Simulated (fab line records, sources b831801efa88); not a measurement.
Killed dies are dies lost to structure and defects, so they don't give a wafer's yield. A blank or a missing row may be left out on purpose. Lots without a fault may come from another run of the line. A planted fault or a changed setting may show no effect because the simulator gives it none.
Which tool did it? | flow sky130 | 6 lots, 18 wafers sampled, at 1 step of a route of 708

WHAT THE GAUGES READ, wafer by wafer
SKY_VIA4_BOW_MEAS_03.
lot  | measured     | on            | VIA4_BOW (um)
L866 | day 42 08:50 | film_metro-04 | 82 81 78
L870 | day 43 16:53 | film_metro-01 | 95 87 85
L872 | day 44 04:04 | film_metro-01 | 66 64 84
L876 | day 45 02:10 | film_metro-04 | 72 68 76
L878 | day 45 14:53 | film_metro-02 | 79 76 66
L883 | day 47 03:48 | film_metro-04 | 83 91 91

WHICH TOOL RAN EACH LOT (tool, then ch and the chambers of the sampled wafers, then the start)
The record holds no process step before these readings.

THE ANSWER, worked out from the rows above alone
Rule: what is usual is taken from the lots themselves. Put in order of their means at a reading, lots are off if they are a third of the lots or fewer, leave a main group of 4 or more, and stand apart from it by a gap of 3 or more times the standard deviation of the main group's means; of several such gaps the widest counts. A main group whose means are all the same, to the digits that the tables above print for the reading, isn't used. A lot without any number at a reading at which 4 lots or more have one is off too. The other lots that the step has rows for count as sound.
No lot is off at any reading shown: from this, nothing can be told.

WHAT THE SIMULATOR HAD PUT IN
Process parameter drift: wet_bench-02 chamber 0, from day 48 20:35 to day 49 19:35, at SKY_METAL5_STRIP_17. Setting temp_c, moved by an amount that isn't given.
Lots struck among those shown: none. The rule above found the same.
